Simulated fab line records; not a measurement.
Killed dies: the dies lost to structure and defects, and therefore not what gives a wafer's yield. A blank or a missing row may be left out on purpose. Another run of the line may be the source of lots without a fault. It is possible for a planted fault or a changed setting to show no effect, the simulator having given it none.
Matching of chambers    flow gf180mcu    cmp-02 running GF_V1_CMP_04: 4 sister chambers
The step polishes SiO2. 8 wafers are shown with their chamber, then 9 later ones without.

## EACH WAFER AND ITS CHAMBER
wafer   chamber  motor-current-A (A)  slurry-flow-ml-min
L496.5  3        13.5                 149.4
L501.4  2        12.3                 150.3
L501.6  1        10.7                 149.8
L503.1  1        11.3                 149.5
L503.2  2        12.1                 150.2
L504.2  3        13.1                 149.7
L504.4  0        14.2                 150.3
L504.6  0        13.5                 149.9

## WAFERS WHOSE CHAMBER IS MISSING
wafer   motor-current-A (A)  slurry-flow-ml-min
L509.3  14.7                 149.4
L509.4  12.6                 149.6
L509.6  11.7                 150.5
L510.2  10.7                 150.1
L510.4  13.2                 150.6
L510.6  12.8                 150.2
L515.3  14.2                 149.2
L515.5  10.7                 149.9
L515.6  11.6                 149.9

## EACH ONE'S CHAMBER
wafer   from the rows above           in truth
L509.3  can't be placed: 3 or 0       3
L509.4  can't be placed: 3 or 2       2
L509.6  2                             2
L510.2  can't be placed: 1 or 2       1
L510.4  can't be placed: 0 or 2       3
L510.6  can't be placed: 2 or 0 or 3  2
L515.3  can't be placed: 3 or 0       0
L515.5  1                             1
L515.6  can't be placed: 1 or 2       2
Placed correctly: 2 of 9. Cannot be placed on the basis of these rows: 7; the candidates contain the true chamber in 6. 0 placed wrongly.
How it was worked out, from the rows above alone: a wafer's distance from a chamber is the root of the sum, over the readings, of the square of ((its reading less the chamber's mean) divided by the reading's scatter). If the next closest chamber is less than 2 further off than the closest, the wafer can't be placed; otherwise it belongs to the closest. The mean given for a chamber averages the wafers shown for that chamber. The scatter is the square root of a quotient: the sum, over the shown wafers, of each reading's squared deviation from its chamber's mean, divided by wafers minus chambers.
